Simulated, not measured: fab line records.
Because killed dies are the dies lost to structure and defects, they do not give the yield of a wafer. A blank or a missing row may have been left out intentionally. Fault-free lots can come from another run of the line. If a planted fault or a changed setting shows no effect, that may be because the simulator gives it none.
Which tool is to blame? / flow sky130 / 41 wafers from 14 lots sampled at 3 of the route's 708 steps

WHAT THE GAUGES SHOWED, per wafer
SKY_CONTACT_RS_MEAS_25: measurement is done with a four-point probe. Usual: CONTACT_W_RS 0.338 ohm/sq, standard deviation 0.0036.
lot=L282; measured=day 33 05:28; on=filmMetro-04; CONTACT_W_RS (ohm/sq)=0.339 0.338 0.340; flag=
lot=L283; measured=day 33 06:25; on=filmMetro-02; CONTACT_W_RS (ohm/sq)=0.337 0.336 0.338; flag=
lot=L284; measured=day 33 13:37; on=filmMetro-04; CONTACT_W_RS (ohm/sq)=0.341 0.343 0.339; flag=
lot=L285; measured=day 33 22:08; on=filmMetro-02; CONTACT_W_RS (ohm/sq)=0.341 0.341 0.341; flag=
lot=L287; measured=day 34 07:43; on=filmMetro-02; CONTACT_W_RS (ohm/sq)=0.342 0.345 0.340; flag=
lot=L288; measured=day 34 20:24; on=filmMetro-03; CONTACT_W_RS (ohm/sq)=0.337 0.337 0.341; flag=
lot=L289; measured=day 34 21:33; on=filmMetro-02; CONTACT_W_RS (ohm/sq)=0.339 0.338 0.335; flag=
lot=L290; measured=day 35 05:45; on=filmMetro-02; CONTACT_W_RS (ohm/sq)=0.341 0.338 0.339; flag=
lot=L292; measured=day 36 03:36; on=filmMetro-04; CONTACT_W_RS (ohm/sq)=0.340 0.336 0.339; flag=
lot=L294; measured=day 36 20:13; on=filmMetro-03; CONTACT_W_RS (ohm/sq)=0.346 0.347 0.347; flag=
lot=L296; measured=day 37 07:37; on=filmMetro-04; CONTACT_W_RS (ohm/sq)=0.336 0.335 0.334; flag=
lot=L297; measured=day 37 15:02; on=filmMetro-03; CONTACT_W_RS (ohm/sq)=0.340 0.341 0.193; flag=OFF
lot=L299; measured=day 38 00:30; on=filmMetro-03; CONTACT_W_RS (ohm/sq)=0.193 0.192; flag=OFF
lot=L301; measured=day 38 15:04; on=filmMetro-02; CONTACT_W_RS (ohm/sq)=0.339 0.191 0.341; flag=OFF

SKY_CONTACT_THK_MEAS_26: measures by xrf. Usual: CONTACT_W_THK 358 nm, standard deviation 4.9.
lot=L282; measured=day 33 05:35; on=filmMetro-04; CONTACT_W_THK (nm)=359 359 355; flag=
lot=L283; measured=day 33 06:32; on=filmMetro-02; CONTACT_W_THK (nm)=355 359 353; flag=
lot=L284; measured=day 33 13:43; on=filmMetro-04; CONTACT_W_THK (nm)=357 353 360; flag=
lot=L285; measured=day 33 22:16; on=filmMetro-02; CONTACT_W_THK (nm)=351 349 350; flag=
lot=L287; measured=day 34 07:50; on=filmMetro-02; CONTACT_W_THK (nm)=350 347 354; flag=
lot=L288; measured=day 34 20:31; on=filmMetro-03; CONTACT_W_THK (nm)=360 363 357; flag=
lot=L289; measured=day 34 21:40; on=filmMetro-02; CONTACT_W_THK (nm)=353 355 359; flag=
lot=L290; measured=day 35 05:52; on=filmMetro-02; CONTACT_W_THK (nm)=353 355 351; flag=
lot=L292; measured=day 36 03:41; on=filmMetro-04; CONTACT_W_THK (nm)=355 358 355; flag=
lot=L294; measured=day 36 20:19; on=filmMetro-03; CONTACT_W_THK (nm)=350 354 351; flag=
lot=L296; measured=day 37 07:44; on=filmMetro-04; CONTACT_W_THK (nm)=362 365 366; flag=
lot=L297; measured=day 37 15:10; on=filmMetro-03; CONTACT_W_THK (nm)=357 356 -; flag=
lot=L299; measured=day 38 00:36; on=filmMetro-03; CONTACT_W_THK (nm)=- -; flag=OFF
lot=L301; measured=day 38 15:11; on=filmMetro-02; CONTACT_W_THK (nm)=362 - 359; flag=

EACH LOT AND THE TOOL THAT RAN IT (in order: tool; ch and the chambers of the sampled wafers; start)
lot=L282; SKY_CONTACT_CVD_24=cvdW-02 ch 0,1, day 33 05:21
lot=L283; SKY_CONTACT_CVD_24=cvdW-02 ch 0,1, day 33 06:18
lot=L284; SKY_CONTACT_CVD_24=cvdW-02 ch 0,1, day 33 13:30
lot=L285; SKY_CONTACT_CVD_24=cvdW-02 ch 0,1, day 33 22:02
lot=L287; SKY_CONTACT_CVD_24=cvdW-02 ch 0,1, day 34 07:37
lot=L288; SKY_CONTACT_CVD_24=cvdW-02 ch 0,1, day 34 20:17
lot=L289; SKY_CONTACT_CVD_24=cvdW-01 ch 0,1, day 34 21:26
lot=L290; SKY_CONTACT_CVD_24=cvdW-02 ch 0,1, day 35 05:38
lot=L292; SKY_CONTACT_CVD_24=cvdW-01 ch 0,1, day 36 03:28
lot=L294; SKY_CONTACT_CVD_24=cvdW-02 ch 0,1, day 36 20:04
lot=L296; SKY_CONTACT_CVD_24=cvdW-01 ch 0,1, day 37 07:30
lot=L297; SKY_CONTACT_CVD_24=cvdW-02 ch 0,1, day 37 14:56
lot=L299; SKY_CONTACT_CVD_24=cvdW-02 ch 1, day 38 00:23
lot=L301; SKY_CONTACT_CVD_24=cvdW-02 ch 1, day 38 14:56
- SKY_CONTACT_CVD_24: deposits W, target thk 340 nm, time 102.12 s.

WHAT THE TOOLS THEMSELVES READ (means of the sampled wafers that have a number; where no wafer has one, the mark that the record gives instead)
SKY_CONTACT_CVD_24. Usual: chamberPressureTorr 39.97 Torr, standard deviation 0.085; heaterPowerW 905 W, standard deviation 95.
lot=L282; tool=cvdW-02; chamberPressureTorr (Torr)=40.00; heaterPowerW (W)=985; flag=
lot=L283; tool=cvdW-02; chamberPressureTorr (Torr)=40.02; heaterPowerW (W)=905; flag=
lot=L284; tool=cvdW-02; chamberPressureTorr (Torr)=39.95; heaterPowerW (W)=902; flag=
lot=L285; tool=cvdW-02; chamberPressureTorr (Torr)=39.97; heaterPowerW (W)=899; flag=
lot=L287; tool=cvdW-02; chamberPressureTorr (Torr)=39.90; heaterPowerW (W)=894; flag=
lot=L288; tool=cvdW-02; chamberPressureTorr (Torr)=39.93; heaterPowerW (W)=979; flag=
lot=L289; tool=cvdW-01; chamberPressureTorr (Torr)=39.98; heaterPowerW (W)=853; flag=
lot=L290; tool=cvdW-02; chamberPressureTorr (Torr)=39.86; heaterPowerW (W)=915; flag=
lot=L292; tool=cvdW-01; chamberPressureTorr (Torr)=39.99; heaterPowerW (W)=875; flag=
lot=L294; tool=cvdW-02; chamberPressureTorr (Torr)=39.94; heaterPowerW (W)=969; flag=
lot=L296; tool=cvdW-01; chamberPressureTorr (Torr)=40.01; heaterPowerW (W)=839; flag=
lot=L297; tool=cvdW-02; chamberPressureTorr (Torr)=39.95; heaterPowerW (W)=911; flag=
lot=L299; tool=cvdW-02; chamberPressureTorr (Torr)=39.91; heaterPowerW (W)=1054; flag=
lot=L301; tool=cvdW-02; chamberPressureTorr (Torr)=40.10; heaterPowerW (W)=1069; flag=

THE ANSWER, worked out from the rows above alone
Rule: take the mean of a lot's wafers that have a number; if it is more than 3 standard deviations from the usual mean, the lot is off. Also off: a lot with no number at a reading for which 4 or more lots have one. Any other lot the step has rows for is counted as sound. After the gauges, taken in route order, come the tools' own readings; for these a lot's mean is taken, as printed above. At the first step where some lot is off, the reading lying furthest off is the one used; lots without a number count as furthest.
Off: L297, L299, L301, seen at SKY_CONTACT_RS_MEAS_25 (CONTACT_W_RS).
If a tool, at a process step before that reading, ran all the lots that are off and no sound lot after the first of them, it fits. Those tools and the gauges at SKY_CONTACT_RS_MEAS_25 are tried in the same way. One fits: cvdW-02 at SKY_CONTACT_CVD_24. A fault onset in the window from L294 (day 36 20:04, its last sound lot) to L297 (day 37 14:56, its first lot off) fits.

WHAT THE SIMULATOR HAD INSERTED
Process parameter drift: cvdW-02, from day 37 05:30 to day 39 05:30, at SKY_CONTACT_CVD_24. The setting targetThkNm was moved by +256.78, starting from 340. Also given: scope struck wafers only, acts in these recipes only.
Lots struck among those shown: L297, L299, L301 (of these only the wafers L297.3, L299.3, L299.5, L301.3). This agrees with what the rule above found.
